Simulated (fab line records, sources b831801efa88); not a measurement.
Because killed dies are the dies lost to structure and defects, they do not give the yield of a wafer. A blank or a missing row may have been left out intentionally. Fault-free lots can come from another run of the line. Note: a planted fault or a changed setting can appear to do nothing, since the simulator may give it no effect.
fab line records | flow sky130
record: lots: 24 wafers: 72 last_day: 50
route steps=708 shown SONOS_ONO@185 METAL1@452 VIA1@471 METAL2@487 VIA2@520 VIA4@650
lots that met no fault: from a run of the same line without faults
start_h: the number of hours between the record's first day and the start of the first shown wafer of the lot | wait_h: how many hours have passed since the lot's step before this one | " identical to the entry in the row above | L1.1+2: a row that stands for several wafers | - value missing, or start not given | * or withheld: withheld | < > ~ a bound
route shown NAME@n: names a module that has steps shown in the file, with the first one's number in the route | usual: mean and standard deviation over wafers with no fault | same: alike in all rows | chamber/n: place in a boat | sites: per-site readings | _std_site: how widely they spread, as a standard deviation | _edge_site: outer sites' mean less inner sites' | radius_mm: how far each site lies from the wafer's centre | mask NAME#n: copy n | behind: the most recent tool/chamber to have shaped the wafer | hold: what put the lot on hold/how long, in hours/how the hold closed | device: names the non-switching transistor (n, p or np) | end of line: the route-end tests of the same wafers | a step given without rows: its recipe and nothing more | killed: not the wafer's yield, but the dies lost to structure and defects at the first sort | map: per-die view of a wafer (x killed, . not killed, _ where there is no die)
set.NAME: the setting that was run; set.NAME@STEP: the one run at that earlier step | model.NAME: the simulator's own value behind a step, which no gauge read
the route's steps for a sample of lots (tables are steps, rows are wafers)
services: from which hour (start_h, from the record's first day; less than 0 if before it) a tool's chamber was out of use, for how many hours, and why
== steps ==
step: SKY_SONOS_ONO_STRIP_17
recipe: chemistry: O2/N2 power_w: 1400 pressure_mtorr: 1500 platen_temp_c: withheld o2_flow_sccm: 3000 n2_flow_sccm: 300 overash_fraction: 0.5
usual: drypump_motor_current_A: 5.6/0.46 oes_product_au: 0.710/0.0047 strip_time_to_endpoint_s: 14.13/0.047
columns lot.wafer tool chamber start_h wait_h drypump_motor_current_A oes_product_au rf_hours_counter_h strip_time_to_endpoint_s
L074.1 plasma_asher-02 0 278.97 0.0 5.3 0.706 50 14.10
L074.3 " 0 " " 5.3 0.706 - 14.13
L074.6 " 1 " " 6.3 0.710 - 14.11
L075.1 plasma_asher-02 1 286.41 0.0 6.3 0.710 51 14.14
L075.3 " 0 " " 5.3 0.711 - 14.13
L075.6 " 0 " " 5.4 0.705 - 14.12
L076.1 plasma_asher-03 0 292.57 0.0 5.6 0.716 17 14.13
L076.3 " 0 " " 5.6 0.715 - 14.14
L076.4 " 1 " " 5.1 0.711 - 14.14
L078.1 plasma_asher-02 1 311.47 0.0 6.3 0.711 54 14.15
L078.3 " 1 " " 6.4 0.707 - 14.15
L078.6 " 0 " " 5.4 0.721 - 14.14
L077.1 plasma_asher-01 1 311.70 0.0 6.1 0.714 64 14.07
L077.2 " 0 " " 5.3 0.713 64 14.09
L077.5 " 0 " " 5.4 0.705 - 14.11
L079.3 plasma_asher-02 1 321.47 0.0 6.3 0.711 - 14.08
L079.4 " 0 " " 5.3 0.716 - 14.09
L079.5 " 1 " " 6.3 0.708 - 14.11
L080.2 plasma_asher-03 1 335.13 0.0 5.1 0.705 21 14.07
L080.3 " 0 " " 5.6 0.710 - 14.05
L080.4 " 1 " " 5.1 0.699 - 14.10
L081.1 plasma_asher-02 1 345.05 0.0 6.3 0.714 57 14.11
L081.2 " 0 " " 5.3 0.702 57 14.14
L081.6 " 1 " " 6.3 0.697 - 14.13
L082.1 plasma_asher-01 0 345.14 0.0 5.4 0.704 67 14.11
L082.2 " 1 " " 6.1 0.703 67 14.10
L082.3 " 1 " " 6.1 0.712 - 14.10
L083.3 plasma_asher-03 1 350.15 0.0 5.1 0.712 - 14.06
L083.4 " 0 " " 5.6 0.703 - 14.07
L083.5 " 0 " " 5.6 0.712 - 14.02
L084.4 plasma_asher-02 0 359.57 0.0 5.3 0.715 - 14.18
L084.5 " 1 " " 6.3 0.712 - 14.15
L084.6 " 0 " " 5.3 0.705 - 14.20
L085.1 plasma_asher-02 1 375.87 0.0 6.3 0.709 60 14.23
L085.3 " 0 " " 5.3 0.714 - 14.26
L085.6 " 0 " " 5.3 0.706 - 14.22
L087.1 plasma_asher-03 0 390.27 0.0 5.6 0.717 26 14.17
L087.3 " 1 " " 5.1 0.713 - 14.16
L087.6 " 1 " " 5.1 0.705 - 14.21
L086.3 plasma_asher-02 1 390.45 0.0 6.3 0.718 - 14.09
L086.4 " 0 " " 5.3 0.711 - 14.15
L086.6 " 1 " " 6.4 0.713 - 14.09
L088.1 plasma_asher-03 1 410.21 0.0 5.1 0.714 28 14.16
L088.3 " 1 " " 5.1 0.712 - 14.10
L088.4 " 0 " " 5.6 0.712 - 14.13
L090.1 plasma_asher-02 1 418.50 0.0 6.3 0.712 64 14.14
L090.2 " 0 " " 5.3 0.715 64 14.14
L090.3 " 0 " " 5.4 0.705 - 14.18
L089.3 plasma_asher-03 1 419.10 0.0 5.1 0.705 - 14.16
L089.4 " 0 " " 5.6 0.715 - 14.18
L089.5 " 1 " " 5.1 0.709 - 14.15
L091.3 plasma_asher-03 0 424.47 0.0 5.6 0.719 - 14.14
L091.5 " 0 " " 5.6 0.707 - 14.21
L091.6 " 1 " " 5.1 0.701 - 14.16
L092.2 plasma_asher-02 0 437.78 0.0 5.3 0.704 66 14.11
L092.3 " 1 " " 6.4 0.712 - 14.13
L092.4 " 0 " " 5.4 0.709 - 14.11
L093.2 plasma_asher-01 0 438.01 0.0 5.3 0.716 1 14.19
L093.5 " 0 " " 5.3 0.714 - 14.23
L093.6 " 1 " " 6.1 0.707 - 14.18
L095.2 plasma_asher-03 0 457.06 0.0 5.6 0.709 33 14.14
L095.4 " 1 " " 5.1 0.713 - 14.18
L095.5 " 0 " " 5.6 0.709 - 14.17
L094.1 plasma_asher-03 1 460.78 0.0 5.1 0.710 33 14.17
L094.4 " 0 " " 5.6 0.715 - 14.18
L094.5 " 1 " " 5.1 0.719 - 14.18
L096.1 plasma_asher-03 1 463.95 0.0 5.1 0.718 34 14.06
L096.5 " 1 " " 5.1 0.712 - 14.14
L096.6 " 0 " " 5.6 0.711 - 14.07
L097.3 plasma_asher-02 1 470.38 0.0 6.3 0.710 - 14.11
L097.4 " 0 " " 5.3 0.716 - 14.13
L097.6 " 0 " " 5.3 0.707 - 14.12
step: SKY_METAL1_ETCH_18
recipe: chemistry: N2/H2 target: BARC ion_energy_ev: 200 bias_w: 100 pressure_mtorr: 30 n2_flow_sccm: 100 h2_flow_sccm: 200 icp_w: 500 stop_on: SiO2 time_s: 45.9 target_depth_a: 600
usual: drypump_motor_current_A: 5.8/0.42 oes_product_au: 0.855/0.0049 throttle_valve_pct: 13.224/0.0083
columns lot.wafer tool chamber start_h wait_h drypump_motor_current_A oes_product_au rf_hours_counter_h throttle_valve_pct
L074.1 rie_metal-02 1 763.16 0.0 6.3 0.856 13 13.218
L074.3 " 0 " " 5.5 0.856 - 13.238
L074.6 " 1 " " 6.3 0.850 - 13.220
L075.1 rie_metal-02 0 767.02 0.0 5.4 0.843 8 13.213
L075.3 " 1 " " 6.3 0.847 - 13.234
L075.6 " 1 " " 6.3 0.858 - 13.222
L076.1 rie_metal-04 0 783.02 0.0 5.3 0.858 7 13.226
L076.3 " 1 " " 6.1 0.858 - 13.218
L076.4 " 0 " " 5.3 0.847 - 13.217
L077.1 rie_metal-01 1 795.05 0.0 5.3 0.862 2 13.225
L077.2 " 0 " " 6.2 0.854 3 13.223
L077.5 " 1 " " 5.4 0.850 - 13.220
L078.1 rie_metal-02 0 798.03 0.0 5.5 0.858 9 13.220
L078.3 " 0 " " 5.5 0.856 - 13.235
L078.6 " 1 " " 6.3 0.850 - 13.234
L079.3 rie_metal-02 1 810.29 0.0 6.3 0.859 - 13.218
L079.4 " 0 " " 5.5 0.851 - 13.229
L079.5 " 0 " " 5.5 0.860 - 13.227
L080.2 rie_metal-04 0 817.79 0.0 5.3 0.854 8 13.221
L080.3 " 0 " " 5.3 0.845 - 13.233
L080.4 " 1 " " 6.1 0.860 - 13.225
L081.1 rie_metal-04 1 832.99 0.0 6.2 0.856 14 13.235
L081.2 " 0 " " 5.3 0.865 9 13.218
L081.6 " 0 " " 5.3 0.854 - 13.231
L082.1 rie_metal-02 0 834.77 0.0 5.5 0.852 11 13.219
L082.2 " 1 " " 6.3 0.853 15 13.234
L082.3 " 0 " " 5.5 0.855 - 13.222
L083.3 rie_metal-01 1 839.93 0.0 5.4 0.852 - 13.230
L083.4 " 0 " " 6.2 0.854 - 13.211
L083.5 " 0 " " 6.2 0.861 - 13.227
L084.4 rie_metal-01 1 847.94 0.0 5.4 0.858 - 13.204
L084.5 " 0 " " 6.2 0.857 - 13.226
L084.6 " 1 " " 5.4 0.853 - 13.227
L085.1 rie_metal-04 0 857.77 0.0 5.3 0.854 10 13.227
L085.3 " 1 " " 6.1 0.852 - 13.225
L085.6 " 1 " " 6.1 0.862 - 13.226
L086.3 rie_metal-02 1 872.46 0.0 6.3 0.854 - 13.229
L086.4 " 0 " " 5.4 0.854 - 13.237
L086.6 " 0 " " 5.4 0.856 - 13.220
L087.1 rie_metal-04 0 872.79 0.0 5.3 0.858 11 13.224
L087.3 " 1 " " 6.2 0.861 - 13.215
L087.6 " 0 " " 5.3 0.855 - 13.216
L088.1 rie_metal-04 0 887.04 0.0 5.3 0.859 11 13.228
L088.3 " 1 " " 6.1 0.849 - 13.227
L088.4 " 0 " " 5.3 0.860 - 13.222
L090.1 rie_metal-04 1 891.54 0.0 6.1 0.851 16 13.226
L090.2 " 0 " " 5.3 0.859 12 13.231
L090.3 " 1 " " 6.1 0.848 - 13.225
L089.3 rie_metal-04 1 892.93 0.0 6.1 0.851 - 13.216
L089.4 " 0 " " 5.3 0.854 - 13.201
L089.5 " 0 " " 5.3 0.861 - 13.216
L091.3 rie_metal-01 0 896.00 0.0 6.2 0.854 - 13.224
L091.5 " 0 " " 6.2 0.857 - 13.211
L091.6 " 1 " " 5.4 0.853 - 13.228
L092.2 rie_metal-01 0 907.37 0.0 6.3 0.861 8 13.217
L092.3 " 1 " " 5.4 0.851 - 13.239
L092.4 " 0 " " 6.3 0.853 - 13.232
L093.2 rie_metal-02 1 911.24 0.0 6.3 0.863 2 13.213
L093.5 " 0 " " 5.5 0.864 - 13.239
L093.6 " 1 " " 6.3 0.864 - 13.231
L095.2 rie_metal-04 0 920.12 0.0 5.3 0.853 13 13.206
L095.4 " 1 " " 6.1 0.852 - 13.229
L095.5 " 0 " " 5.3 0.851 - 13.235
L094.1 rie_metal-01 1 928.02 0.0 5.4 0.852 6 13.211
L094.4 " 0 " " 6.2 0.857 - 13.238
L094.5 " 0 " " 6.2 0.860 - 13.229
L097.3 rie_metal-01 0 935.06 0.0 6.2 0.855 - 13.219
L097.4 " 1 " " 5.4 0.861 - 13.226
L097.6 " 0 " " 6.2 0.847 - 13.221
L096.1 rie_metal-02 1 936.09 0.0 6.3 0.856 3 13.210
L096.5 " 0 " " 5.4 0.866 - 13.218
L096.6 " 1 " " 6.3 0.855 - 13.228
step: SKY_VIA1_OVL_MEAS_13
usual: VIA1_OVL: -2/4.8
columns lot.wafer tool chamber start_h wait_h VIA1_OVL[nm]
L074.1 overlay-02 - 790.90 0.1 -3
L074.3 " - " " -7
L074.6 " - " " -7
L075.1 overlay-01 - 794.55 0.1 -6
L075.3 " - " " -4
L075.6 " - " " -7
L076.1 overlay-01 - 811.15 0.1 -10
L076.3 " - " " -2
L076.4 " - " " -6
L077.1 overlay-01 - 823.32 0.1 2
L077.2 " - " " 9
L077.5 " - " " -4
L078.1 overlay-02 - 825.37 0.1 -3
L078.3 " - " " 0
L078.6 " - " " -1
L079.3 overlay-02 - 837.68 0.1 1
L079.4 " - " " 0
L079.5 " - " " -4
L080.2 overlay-01 - 845.61 0.1 -2
L080.3 " - " " -1
L080.4 " - " " -10
L081.1 overlay-01 - 860.27 0.1 5
L081.2 " - " " 1
L081.6 " - " " 3
L082.1 overlay-01 - 862.92 0.1 -6
L082.2 " - " " -10
L082.3 " - " " -1
L083.3 overlay-02 - 866.77 0.1 -4
L083.4 " - " " -1
L083.5 " - " " -2
L084.4 overlay-02 - 875.42 0.1 -10
L084.5 " - " " -7
L084.6 " - " " -13
L085.1 overlay-01 - 885.07 0.1 -1
L085.3 " - " " 8
L085.6 " - " " -2
L086.3 overlay-01 - 899.43 0.1 2
L086.4 " - " " 3
L086.6 " - " " 5
L087.1 overlay-02 - 899.54 0.1 1
L087.3 " - " " 5
L087.6 " - " " -7
L088.1 overlay-02 - 913.65 0.1 -8
L088.3 " - " " -5
L088.4 " - " " -4
L090.1 overlay-02 - 917.75 0.1 -10
L090.2 " - " " -4
L090.3 " - " " -7
L089.3 overlay-01 - 918.93 0.1 0
L089.4 " - " " -6
L089.5 " - " " -2
L091.3 overlay-02 - 922.31 0.1 2
L091.5 " - " " -2
L091.6 " - " " 2
L092.2 overlay-01 - 933.00 0.1 -6
L092.3 " - " " 3
L092.4 " - " " 0
L093.2 overlay-02 - 937.12 0.1 3
L093.5 " - " " 1
L093.6 " - " " 6
L095.2 overlay-02 - 946.60 0.1 2
L095.4 " - " " -8
L095.5 " - " " -3
L094.1 overlay-02 - 954.10 0.1 4
L094.4 " - " " -3
L094.5 " - " " 8
L097.3 overlay-02 - 963.23 0.1 -7
L097.4 " - " " -1
L097.6 " - " " -2
L096.1 overlay-01 - 963.42 0.1 -6
L096.5 " - " " -2
L096.6 " - " " -13
step: SKY_METAL2_SPUTTER_04
recipe: material: TiN target_thk_nm: 70 power_w: 6500 time_s: 58.3 chamber_pressure_pa: 0.4
usual: throttle_valve_pct: 30.2/0.93
columns lot.wafer tool chamber start_h wait_h throttle_valve_pct
L074.1 pvd_sputter-04 - 792.34 0.0 28.6
L074.3 " - " " 30.7
L074.6 " - " " 28.6
L075.1 pvd_sputter-04 - 795.99 0.0 30.0
L075.3 " - " " 30.9
L075.6 " - " " 29.9
L076.1 pvd_sputter-01 - 812.62 0.0 31.0
L076.3 " - " " 29.0
L076.4 " - " " 29.3
L077.1 pvd_sputter-01 - 824.78 0.0 31.2
L077.2 " - " " 29.0
L077.5 " - " " 31.0
L078.1 pvd_sputter-04 - 826.81 0.0 28.7
L078.3 " - " " 29.8
L078.6 " - " " 29.8
L079.3 pvd_sputter-01 - 839.45 0.0 31.6
L079.4 " - " " 29.1
L079.5 " - " " 29.1
L080.2 pvd_sputter-01 - 847.39 0.0 31.1
L080.3 " - " " 29.1
L080.4 " - " " 29.3
L081.1 pvd_sputter-01 - 861.75 0.0 31.1
L081.2 " - " " 28.9
L081.6 " - " " 29.1
L082.1 pvd_sputter-01 - 864.36 0.0 29.3
L082.2 " - " " 29.2
L082.3 " - " " 31.4
L083.3 pvd_sputter-02 - 868.19 0.0 29.7
L083.4 " - " " 30.0
L083.5 " - " " 30.4
L084.4 pvd_sputter-02 - 876.87 0.0 30.1
L084.5 " - " " 30.5
L084.6 " - " " 29.5
L085.1 pvd_sputter-04 - 886.60 0.0 30.1
L085.3 " - " " 31.0
L085.6 " - " " 28.7
L086.3 pvd_sputter-01 - 900.95 0.0 31.0
L086.4 " - " " 29.6
L086.6 " - " " 31.4
L087.1 pvd_sputter-02 - 901.07 0.0 29.7
L087.3 " - " " 30.3
L087.6 " - " " 30.3
L088.1 pvd_sputter-01 - 915.23 0.0 31.0
L088.3 " - " " 29.0
L088.4 " - " " 31.2
L090.1 pvd_sputter-01 - 919.88 0.0 31.8
L090.2 " - " " 31.0
L090.3 " - " " 29.2
L089.3 pvd_sputter-02 - 920.36 0.0 30.7
L089.4 " - " " 29.8
L089.5 " - " " 30.3
L091.3 pvd_sputter-01 - 923.74 0.0 31.5
L091.5 " - " " 28.9
L091.6 " - " " 31.5
L092.2 pvd_sputter-02 - 934.47 0.0 29.8
L092.3 " - " " 30.1
L092.4 " - " " 30.6
L093.2 pvd_sputter-02 - 938.55 0.0 30.7
L093.5 " - " " 30.6
L093.6 " - " " 29.8
L095.2 pvd_sputter-01 - 948.05 0.0 31.6
L095.4 " - " " 29.2
L095.5 " - " " 31.1
L094.1 pvd_sputter-04 - 955.55 0.0 31.1
L094.4 " - " " 30.0
L094.5 " - " " 29.8
L097.3 pvd_sputter-01 - 965.03 0.0 29.2
L097.4 " - " " 29.4
L097.6 " - " " 29.1
L096.1 pvd_sputter-04 - 965.33 0.0 31.0
L096.5 " - " " 30.0
L096.6 " - " " 28.7
step: SKY_VIA2_OVL_MEAS_13
usual: VIA2_OVL: -3/5.8
columns lot.wafer tool chamber start_h wait_h VIA2_OVL[nm]
L074.1 overlay-02 - 846.87 0.1 3
L074.3 " - " " -3
L074.6 " - " " -4
L075.1 overlay-02 - 850.95 0.1 -16
L075.3 " - " " -11
L075.6 " - " " -3
L076.1 overlay-02 - 866.30 0.1 -2
L076.3 " - " " -5
L076.4 " - " " -5
L077.1 overlay-02 - 878.97 0.1 -2
L077.2 " - " " 4
L077.5 " - " " -8
L078.1 overlay-01 - 880.40 0.1 -9
L078.3 " - " " -4
L078.6 " - " " -10
L079.3 overlay-01 - 892.43 0.1 -6
L079.4 " - " " -10
L079.5 " - " " 0
L080.2 overlay-01 - 900.58 0.1 11
L080.3 " - " " -3
L080.4 " - " " 1
L081.1 overlay-01 - 914.17 0.1 -4
L081.2 " - " " 7
L081.6 " - " " -9
L082.1 overlay-01 - 917.05 0.1 -4
L082.2 " - " " -16
L082.3 " - " " -12
L083.3 overlay-02 - 921.31 0.1 -7
L083.4 " - " " 2
L083.5 " - " " -16
L084.4 overlay-02 - 929.09 0.1 -4
L084.5 " - " " 1
L084.6 " - " " -2
L085.1 overlay-02 - 938.12 0.1 -11
L085.3 " - " " -13
L085.6 " - " " -5
L086.3 overlay-02 - 950.55 0.1 -1
L086.4 " - " " 7
L086.6 " - " " 4
L087.1 overlay-01 - 950.77 0.1 -6
L087.3 " - " " -2
L087.6 " - " " -6
L088.1 overlay-02 - 966.42 0.1 -4
L088.3 " - " " -7
L088.4 " - " " -7
L090.1 overlay-01 - 970.02 0.1 3
L090.2 " - " " -7
L090.3 " - " " 2
L089.3 overlay-01 - 971.21 0.1 0
L089.4 " - " " -6
L089.5 " - " " 1
L091.3 overlay-01 - 973.03 0.1 -3
L091.5 " - " " 8
L091.6 " - " " -4
L092.2 overlay-02 - 985.90 0.1 -8
L092.3 " - " " -1
L092.4 " - " " -7
L093.2 overlay-02 - 987.65 0.1 -11
L093.5 " - " " -10
L093.6 " - " " -18
L095.2 overlay-02 - 1000.55 0.1 1
L095.4 " - " " -1
L095.5 " - " " 1
L094.1 overlay-02 - 1005.05 0.1 -5
L094.4 " - " " 2
L094.5 " - " " 7
L097.3 overlay-02 - 1012.03 0.1 -9
L097.4 " - " " 1
L097.6 " - " " -3
L096.1 overlay-01 - 1012.69 0.1 -3
L096.5 " - " " -4
L096.6 " - " " 5
step: SKY_VIA4_OVL_MEAS_11
usual: VIA4_OVL: -0.9/1.3
columns lot.wafer tool chamber start_h wait_h VIA4_OVL[nm]
L074.1 overlay-01 - 1002.78 0.1 -2.0
L074.3 " - " " -1.8
L074.6 " - " " -0.1
L075.1 overlay-02 - 1005.30 0.1 -1.9
L075.3 " - " " -1.7
L075.6 " - " " -1.3
L076.1 overlay-01 - 1020.83 0.1 -3.1
L076.3 " - " " -3.1
L076.4 " - " " -3.3
L077.1 overlay-02 - 1030.53 0.1 0.9
L077.2 " - " " -1.8
L077.5 " - " " -0.4
L078.1 overlay-02 - 1034.15 0.1 -0.6
L078.3 " - " " -1.1
L078.6 " - " " -1.3
L079.3 overlay-01 - 1042.90 0.1 0.8
L079.4 " - " " -1.4
L079.5 " - " " -0.8
L080.2 overlay-01 - 1049.46 0.1 -2.1
L080.3 " - " " -1.6
L080.4 " - " " -0.6
L081.1 overlay-02 - 1062.85 0.1 0.2
L081.2 " - " " -0.5
L081.6 " - " " -1.5
L082.1 overlay-01 - 1063.85 0.1 0.5
L082.2 " - " " -0.4
L082.3 " - " " 1.1
L083.3 overlay-01 - 1069.31 0.1 -2.2
L083.4 " - " " -1.0
L083.5 " - " " -0.2
L084.4 overlay-02 - 1074.57 0.1 -0.5
L084.5 " - " " -0.1
L084.6 " - " " -2.2
L085.1 overlay-02 - 1079.24 0.1 -2.8
L085.3 " - " " -0.5
L085.6 " - " " -0.8
L086.3 overlay-02 - 1091.61 0.1 -0.5
L086.4 " - " " -0.5
L086.6 " - " " -1.3
L087.1 overlay-01 - 1092.24 0.1 -2.5
L087.3 " - " " -0.5
L087.6 " - " " -1.7
L088.1 overlay-01 - 1105.65 0.1 -1.1
L088.3 " - " " -0.1
L088.4 " - " " 0.8
L090.1 overlay-02 - 1108.63 0.1 -0.2
L090.2 " - " " -2.2
L090.3 " - " " -1.1
L089.3 overlay-01 - 1111.30 0.1 1.4
L089.4 " - " " 1.4
L089.5 " - " " 0.0
L091.3 overlay-01 - 1114.66 0.1 -1.4
L091.5 " - " " 0.2
L091.6 " - " " -1.0
L092.2 overlay-02 - 1121.51 0.1 -1.7
L092.3 " - " " -0.3
L092.4 " - " " -2.4
L093.2 overlay-01 - 1124.01 0.1 -0.6
L093.5 " - " " -0.5
L093.6 " - " " 0.4
L095.2 overlay-01 - 1134.69 0.1 -1.8
L095.4 " - " " 0.6
L095.5 " - " " -1.9
L094.1 overlay-02 - 1139.29 0.1 -3.1
L094.4 " - " " -3.4
L094.5 " - " " -1.5
L097.3 overlay-02 - 1143.59 0.1 0.5
L097.4 " - " " 0.9
L097.6 " - " " -0.5
L096.1 overlay-02 - 1145.70 0.1 0.5
L096.5 " - " " -1.1
L096.6 " - " " 0.0
== services ==
columns tool chamber start_h hours kind
plasma_asher-03 - 261.78 2.6 repair
plasma_asher-02 - 330.31 2.3 repair
pvd_sputter-01 - 361.24 5.4 repair
plasma_asher-02 - 379.06 1.5 repair
pvd_sputter-01 - 383.54 1.5 repair
rie_metal-02 - 404.63 1.4 pm
rie_metal-02 - 432.76 2.8 pm
pvd_sputter-01 - 450.26 1.3 repair
plasma_asher-02 - 455.62 10.8 repair
plasma_asher-02 - 497.04 0.8 repair
rie_metal-02 1 529.11 4.7 repair
rie_metal-02 0 547.38 8.8 repair
plasma_asher-03 - 579.37 3.2 repair
plasma_asher-03 - 585.15 14.6 pm
plasma_asher-03 - 600.73 2.9 repair
rie_metal-02 0 725.83 23.5 repair
rie_metal-02 - 735.20 0.4 repair
plasma_asher-02 - 797.85 5.8 repair
pvd_sputter-01 - 813.63 1.2 repair
plasma_asher-03 - 840.00 4.4 repair
plasma_asher-03 - 880.70 2.3 repair
rie_metal-02 - 896.25 0.4 repair
pvd_sputter-01 - 953.33 2.4 repair
plasma_asher-03 - 956.70 2.8 pm
== key ==
fault none
